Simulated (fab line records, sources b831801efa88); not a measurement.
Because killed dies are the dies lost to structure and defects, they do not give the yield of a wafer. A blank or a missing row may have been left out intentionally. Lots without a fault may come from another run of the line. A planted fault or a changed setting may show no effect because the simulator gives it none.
What tool caused it? ; flow sky130 ; route of 708 steps, sampled at 1 step: 6 lots, 18 wafers

== WHAT THE GAUGES SHOWED, per wafer ==
SKY_VIA2_THK_MEAS_23: measures by xrf.
lot;measured;on;VIA2_W_THK (nm)
L447;day 38 14:44;film metro-01;404 410 405
L450;day 39 06:21;film metro-01;411 409 412
L453;day 40 04:18;film metro-01;410 416 415
L457;day 41 14:51;film metro-03;418 420 417
L460;day 41 23:10;film metro-03;420 419 417
L464;day 43 14:40;film metro-04;408 412 410

== EACH LOT AND THE TOOL THAT RAN IT (in order: tool; ch and the chambers of the sampled wafers; start) ==
No process step before these readings appears in the record.

== THE ANSWER, worked out from the rows above alone ==
Rule: the lots themselves supply what counts as usual. The widest of any qualifying gaps counts: lots, ordered by their means at a reading, are off when they make up no more than a third of the lots, leave a main group of 4 or more, and stand apart from it by 3 or more times the standard deviation of that group's means. Not used: any main group whose means are identical at the precision the tables above print for the reading. A lot without any number at a reading at which 4 lots or more have one is off too. Any other lot the step has rows for is counted as sound.
None of the lots is off at any reading shown; this tells nothing.

== WHAT THE SIMULATOR HAD PUT IN ==
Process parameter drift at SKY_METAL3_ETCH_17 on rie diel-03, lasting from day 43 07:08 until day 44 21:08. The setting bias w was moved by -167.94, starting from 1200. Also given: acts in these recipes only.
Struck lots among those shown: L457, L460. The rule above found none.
